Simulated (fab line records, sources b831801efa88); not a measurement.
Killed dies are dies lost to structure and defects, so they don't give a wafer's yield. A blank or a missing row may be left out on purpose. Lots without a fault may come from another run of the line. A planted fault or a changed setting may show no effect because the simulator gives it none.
Split-lot experiment | flow sky130 | 5 lots, 23 wafers read, on a route of 708 steps

THE SPLIT
At SKY_RES_PROTECT_SOFTBAKE_03 (time 60 s), the setting temp_c was moved away from the recipe's 90 C on 11 of the 23 wafers read, by -3.3% to +2.4%. The other wafers ran this setting at the recipe's value.

FROM THE SPLIT TO THE READING: what the file shows between them, 2 steps
- SKY_RES_PROTECT_EXPOSE_04: exposes mask RPM, target cd 1270 nm
- SKY_RES_PROTECT_PEB_05

THE READING
NOVOLAK_of_RES_PROTECT_COAT_02.thk_nm (the simulator's own value, which no gauge read), in nm, at SKY_RES_PROTECT_DEVELOP_06 (develop time 60 s). The file gives no usual value for it. The 12 wafers here that ran the recipe average 1140 nm, standard deviation 3 nm.

wafer  | tool, chamber at the split | temp_c as run, C | against the recipe | NOVOLAK_of_RES_PROTECT_COAT_02.thk_nm, nm | against lot-mates on the recipe
L075.1 | litho_track-02, 0          | 87.66            | -2.6%              | 1151                                      | +9
L075.2 | litho_track-02, 0          | 87.66            | -2.6%              | 1155                                      | +13
L075.4 | litho_track-02, 0          | 87.66            | -2.6%              | 1152                                      | +10
L075.5 | litho_track-02, 0          | 90               | recipe             | 1144                                      | -
L075.6 | litho_track-02, 0          | 90               | recipe             | 1140                                      | -
L076.2 | litho_track-01, 0          | 90               | recipe             | 1137                                      | -
L076.5 | litho_track-01, 0          | 90               | recipe             | 1137                                      | -
L076.6 | litho_track-01, 0          | 90               | recipe             | 1137                                      | -
L081.1 | litho_track-02, 0          | 87.07            | -3.3%              | 1153                                      | +12
L081.5 | litho_track-02, 0          | 87.07            | -3.3%              | 1153                                      | +12
L081.2 | litho_track-02, 0          | 90               | recipe             | 1139                                      | -
L081.3 | litho_track-02, 0          | 87.07            | -3.3%              | 1152                                      | +12
L081.4 | litho_track-02, 0          | 90               | recipe             | 1142                                      | -
L083.1 | litho_track-01, 0          | 90               | recipe             | 1143                                      | -
L083.2 | litho_track-01, 0          | 90               | recipe             | 1143                                      | -
L083.3 | litho_track-01, 0          | 90               | recipe             | 1142                                      | -
L083.4 | litho_track-01, 0          | 87.07            | -3.3%              | 1158                                      | +15
L083.6 | litho_track-01, 0          | 87.07            | -3.3%              | 1154                                      | +11
L085.1 | litho_track-03, 0          | 92.12            | +2.4%              | 1130                                      | -6
L085.3 | litho_track-03, 0          | 92.12            | +2.4%              | 1131                                      | -6
L085.6 | litho_track-03, 0          | 92.12            | +2.4%              | 1131                                      | -6
L085.4 | litho_track-03, 0          | 90               | recipe             | 1134                                      | -
L085.5 | litho_track-03, 0          | 90               | recipe             | 1139                                      | -

THE FIT
A straight line over all 23 wafers: NOVOLAK_of_RES_PROTECT_COAT_02.thk_nm changes by -4.34 nm for each +1% of temp_c; r = -0.95; the points scatter about the line by 2.6 nm.
The same after taking each lot's own level away (the mean of its wafers on the recipe; 23 wafers): -3.53 nm for each +1%; r = -0.97; scatter 1.7 nm.
On that fit, the largest move of temp_c shifts the reading by 11 nm.
The lots' own levels span 1136.5 to 1142.7 nm, that is 2.1 times the standard deviation above.
So the lot-to-lot level changes the slope: the two fits differ.
Check: with one of the wafers moved furthest among these (-3.3%) left out of the fit, the line predicts +12.2 nm for it against its lot-mates. It came out at +12.5 nm against them.

OTHER SPLITS ON THESE WAFERS
These wafers also went through other splits before the reading. Each is held against what the fit with the lots' levels taken away leaves over:
other split on the same wafers      | wafers away from the commonest value | r with NOVOLAK_of_RES_PROTECT_COAT_02.thk_nm (lot level and that fit taken away)
SKY_SONOS_ONO_CVD_04 time_s         | 18                                   | +0.14
SKY_SONOS_ONO_COAT_08 resist_thk_nm | 7                                    | +0.21
SKY_SONOS_ONO_ETCH_15 time_s        | 8                                    | -0.07
SKY_GATE_OXIDE_IMPLANT_11 dose_cm2  | 10                                   | -0.21

THE FILE'S OWN FIT
NOVOLAK_of_RES_PROTECT_COAT_02.thk_nm changes by -3.71 nm for each +1% of temp_c, r = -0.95.
